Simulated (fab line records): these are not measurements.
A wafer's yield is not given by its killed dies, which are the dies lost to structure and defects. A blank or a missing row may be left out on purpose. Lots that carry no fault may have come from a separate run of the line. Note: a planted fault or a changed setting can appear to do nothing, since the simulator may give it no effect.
A lot that was struck, set against a sound lot | flow sky130 | 17 out of 708 route steps
Sound: wafers L190.1, L190.2, L190.6. Wafers struck: L184.1, L184.3, L184.5. The cause is given at the end.
Order at every step that has rows: each side's tool, ch and its chambers, its first start. Under that, the readings that differ: sound wafers | struck wafers | difference of the means | sigmas: that difference in standard deviations of wafers without a fault.
alike: a reading whose means differ by less than 2 such deviations, as well as words and numbers matching on both sides. not compared: withheld readings; readings where some wafer has no value; bounds like >300 that might hide an equal value; numbers whose values overlap and for which the record gives no deviation.
Wherever a step has rows on one side only, a row that says differs or no value, or a row with sigmas, the two part there. Numbers that have no deviation but don't overlap get no sigmas and don't part them. A reading missing from all wafers of one side parts the sides only when that side holds two or more wafers.

first, 2 steps without rows for these wafers: SKY_NWELL_IMPLANT_12; SKY_NWELL_IMPLANT_13.
SKY_NWELL_STRIP_14: strips in O2/N2.
  sound on plasma-asher-01 ch 0,1, day 7 04:25; struck on plasma-asher-02 ch 0,1, day 6 14:19
  reading                      | sound             | struck            | difference | sigmas
  strip-time-to-endpoint-s (s) | 36.82 36.88 36.78 | 37.05 37.03 37.09 | +0.23      | +2
  alike: drypump-motor-current-A, oes-product-au
  not compared: rf-hours-counter-h
SKY_NWELL_TW_MEAS_15:
  sound: film-metro-03 at day 7 04:31; struck: film-metro-01 at day 6 14:26
  alike: NWELL_TW
then, 7 steps without rows for these wafers: SKY_NWELL_DEHYDRATE_16 (time 60 s); SKY_NWELL_HMDS_17 (prime time 60 s); SKY_NWELL_COAT_18 (resist thk 3000 nm); SKY_NWELL_SOFTBAKE_19; SKY_NWELL_EXPOSE_20 (exposes mask NWM COMPLEMENT, target cd 840 nm); SKY_NWELL_PEB_21; SKY_NWELL_DEVELOP_22 (develop time 60 s).
SKY_NWELL_OVL_MEAS_23:
  sound: overlay-01 at day 8 00:23; struck: overlay-02 at day 7 10:35
  reading           | sound       | struck         | difference | sigmas
  NWELL_01_OVL (nm) | 2.7 1.9 0.6 | -2.0 -0.2 -1.7 | -3.0       | -3
SKY_NWELL_IMPLANT_24:
  sound on implanter-03 ch 0, day 8 00:25; struck on implanter-02 ch 0, day 7 10:37
  reading            | sound                         | struck                           | difference  | sigmas
  dose-ions-cm2      | 9.214e+12 9.208e+12 9.202e+12 | 1.0225e+13 1.0222e+13 1.0223e+13 | +1.0153e+12 | +99 or more
  faraday-current-uA | 52.2 53.6 52.0                | 57.6 59.1 56.5                   | +5.1        | +5
SKY_NWELL_STRIP_25: strips in O2/N2.
  sound on plasma-asher-03 ch 0,1, day 8 00:34; struck on plasma-asher-03 ch 0,1, day 7 10:46
  alike: drypump-motor-current-A, oes-product-au, strip-time-to-endpoint-s
  not compared: rf-hours-counter-h
SKY_NWELL_TW_MEAS_26:
  sound: film-metro-03 at day 8 00:40; struck: film-metro-01 at day 7 10:52
  reading    | sound             | struck            | difference | sigmas
  NWELL_2_TW | 492.6 490.8 493.8 | 514.0 516.4 514.1 | +22.4      | +8
then, 1 step without rows for these wafers: SKY_NWELL_CLEAN_27 (cleans in SC1/SC2, time 150 s).
SKY_PAD_OPEN_PROBE_99:
  sound wafers here have rows in the record (prober-01, day 48 23:50); struck ones have none

## WHERE THEY PART
Earliest at SKY_NWELL_STRIP_14; latest, in this record, at SKY_PAD_OPEN_PROBE_99.

WHY: the cause the simulator had injected
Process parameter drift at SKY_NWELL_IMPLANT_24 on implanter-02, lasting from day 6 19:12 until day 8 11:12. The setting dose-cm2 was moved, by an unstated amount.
